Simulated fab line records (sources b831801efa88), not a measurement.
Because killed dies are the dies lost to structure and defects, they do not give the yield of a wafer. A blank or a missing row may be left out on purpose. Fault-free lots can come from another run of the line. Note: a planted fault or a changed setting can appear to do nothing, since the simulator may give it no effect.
Code-filled problem report in 8D (eight disciplines) form    flow gf180mcu    the parts of the form that need people (team, actions taken, sign-off) are left out

1. WHAT IS WRONG
HV_LDD_TW at GF_HV_LDD_TW_MEAS_11 reads a mean of 30 on 6 wafers of 2 lots; wafers without a fault read 2412 with a standard deviation of 18. So: -99 or more standard deviations from the usual mean.
First seen on wafer L693.1, day 14 04:26, on filmMetro-03. At this step, 42 wafers from 14 lots have a number in the record. By rule, "out" or "out of limits" means more than 4 standard deviations away from the usual mean. The other wafers with a number count as sound.

2. WHAT IT IS, AND WHAT IT ISN'T
question                     is                      is not
which readings at this step  HV_LDD_TW               -
which lots                   L693, L694              L680, L681, L682, L684, L685, L686, L688, L689, L691, L700, L701, L702
which wafers of those lots   all that have a number  -
read on which gauges         filmMetro-03            filmMetro-01, filmMetro-02
when                         from day 14 04:26       up to then (27 sound wafers); but 9 sound wafers of L700, L701, L702 came after

3. WHAT RULES OUT EACH SUSPECT
Counting: a tool stays on the suspect list if, at a process step up to the reading, it processed all lots that are out and no sound lot following the first of them.
- the gauge at GF_HV_LDD_TW_MEAS_11: kept. All the wafers that are out were read on filmMetro-03, and no step on other tools shows them out.
- plasmaAsher-02 at GF_VT_IMPLANT_STRIP_20 (strips in O2/N2): ruled out as a lasting fault. Following L693 (day 9 20:32), the first lot on it that is out, the sound lots L700 were run on it.
- implanter-02 at GF_HV_LDD_IMPLANT_09: ruled out as a lasting fault. Following L693 (day 14 04:11), the first lot on it that is out, the sound lots L701 were run on it.
After counting, what remains is filmMetro-03 at GF_HV_LDD_TW_MEAS_11.

4. THE CAUSE (what the simulator had put in)
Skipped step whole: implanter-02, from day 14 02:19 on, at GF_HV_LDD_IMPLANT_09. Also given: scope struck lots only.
It was ruled out by counting, in error; the rule expects a fault to strike all lots run on its tool from its start on, and this fault did not.

5. THE CHAIN OF EFFECTS, in route order
Each row: a reading where the mean over the struck wafers with a number is more than 3 standard deviations away from the usual. Only readings whose record carries a usual standard deviation are examined. hours: median over the lots of the time between each lot's start at the first step of this table that gives one and its start at this step. sigmas: the change, counted in usual standard deviations.
hours  step                  reading    usual         on struck wafers  change  sigmas
0      GF_HV_LDD_TW_MEAS_11  HV_LDD_TW  2412          30                -2382   -99 or more
64     GF_HV_LDD_RS_MEAS_53  HV_LDD_RS  423.1 ohm/sq  880.5             +457.4  +99 or more
Readings that are blank on the struck wafers while sound wafers have them: beamEnergyKeV at GF_HV_LDD_IMPLANT_09; beamOnS at GF_HV_LDD_IMPLANT_09.

6. WHAT WOULD HAVE CAUGHT IT SOONER
In this record the first reading out of limits at a measuring or inspecting step was taken at day 14 04:26, 2 hours after the fault began at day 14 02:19.
At GF_HV_LDD_IMPLANT_09 the tool's readings are blank on the struck wafers, where sound wafers have them: an empty tool record is the first sign, and it was there at once.
